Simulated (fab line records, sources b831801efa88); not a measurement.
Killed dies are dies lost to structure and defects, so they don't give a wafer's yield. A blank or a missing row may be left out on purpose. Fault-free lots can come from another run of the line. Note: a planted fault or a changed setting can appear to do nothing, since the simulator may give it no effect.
Which tool was responsible? | flow gf180mcu | 7 lots (21 wafers sampled), 1 step of a 602-step route

WHAT EACH GAUGE READ, for each wafer
GF_DNWELL_TW_MEAS_09.
lot  | measured    | on            | DNWELL_TW
L890 | day 3 03:10 | film metro-03 | 1369 1369 1378
L896 | day 4 09:34 | film metro-02 | 1359 1365 1367
L900 | day 5 03:49 | film metro-03 | 1362 1355 1360
L903 | day 5 21:01 | film metro-01 | 1349 1353 1347
L906 | day 6 13:08 | film metro-02 | 1365 1363 1364
L909 | day 7 04:49 | film metro-02 | 1348 1356 1348
L912 | day 8 02:07 | film metro-01 | 1353 1354 1353

TOOL THAT RAN EACH LOT (tool first, then ch and the chambers of the sampled wafers, then the start)
There is no process step in the record ahead of these readings.

THE ANSWER, worked out from the rows above alone
Rule: the usual values come from the lots themselves. Put in order of their means at a reading, lots are off if they are a third of the lots or fewer, leave a main group of 4 or more, and stand apart from it by a gap of 3 or more times the standard deviation of the main group's means; of several such gaps the widest counts. A main group whose means are all the same, to the digits that the tables above print for the reading, isn't used. A lot without any number at a reading at which 4 lots or more have one is off too. Any other lot the step has rows for is counted as sound.
Across all readings shown, no lot is off: no conclusion can be drawn from this.

WHAT THE SIMULATOR PUT IN
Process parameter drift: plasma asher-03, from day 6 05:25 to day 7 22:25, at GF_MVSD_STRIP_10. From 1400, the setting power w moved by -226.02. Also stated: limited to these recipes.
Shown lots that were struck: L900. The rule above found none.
